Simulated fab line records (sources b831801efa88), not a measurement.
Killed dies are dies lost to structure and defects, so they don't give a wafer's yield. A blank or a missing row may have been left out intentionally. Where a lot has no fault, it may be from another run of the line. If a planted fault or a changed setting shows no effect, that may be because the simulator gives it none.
Which tool did it? -- flow sky130 -- 7 lots, 21 wafers sampled, at 1 step of a route of 708

## WHAT THE GAUGES SHOWED, per wafer
SKY_SD_N_OVL_MEAS_08.
lot,measured,on,SD_N_OVL (nm)
L930,day 28 05:47,overlay-01,1.0 0.8 0.3
L938,day 31 00:11,overlay-02,-1.2 -0.8 -0.8
L942,day 32 15:40,overlay-01,2.8 -0.4 2.4
L946,day 33 22:00,overlay-01,-1.3 0.5 -0.1
L943,day 34 01:14,overlay-01,-0.7 -0.9 -0.7
L949,day 34 13:43,overlay-02,-1.0 1.7 -0.8
L952,day 35 12:51,overlay-02,-0.1 -0.2 0.0

## WHAT TOOL EACH LOT RAN ON (gives the tool, then ch and the chambers of the sampled wafers, and finally the start)
Before these readings, the record contains no process step.

## THE ANSWER, worked out from the rows above alone
Rule: usual is defined by the lots themselves. Put in order of their means at a reading, lots are off if they are a third of the lots or fewer, leave a main group of 4 or more, and stand apart from it by a gap of 3 or more times the standard deviation of the main group's means; of several such gaps the widest counts. If all means in a main group match to the digits the tables above print for the reading, that group is not used. Also off: a lot with no number at a reading for which 4 or more lots have one. The other lots that the step has rows for count as sound.
Across all readings shown, no lot is off: no conclusion can be drawn from this.

## WHAT THE SIMULATOR PUT IN
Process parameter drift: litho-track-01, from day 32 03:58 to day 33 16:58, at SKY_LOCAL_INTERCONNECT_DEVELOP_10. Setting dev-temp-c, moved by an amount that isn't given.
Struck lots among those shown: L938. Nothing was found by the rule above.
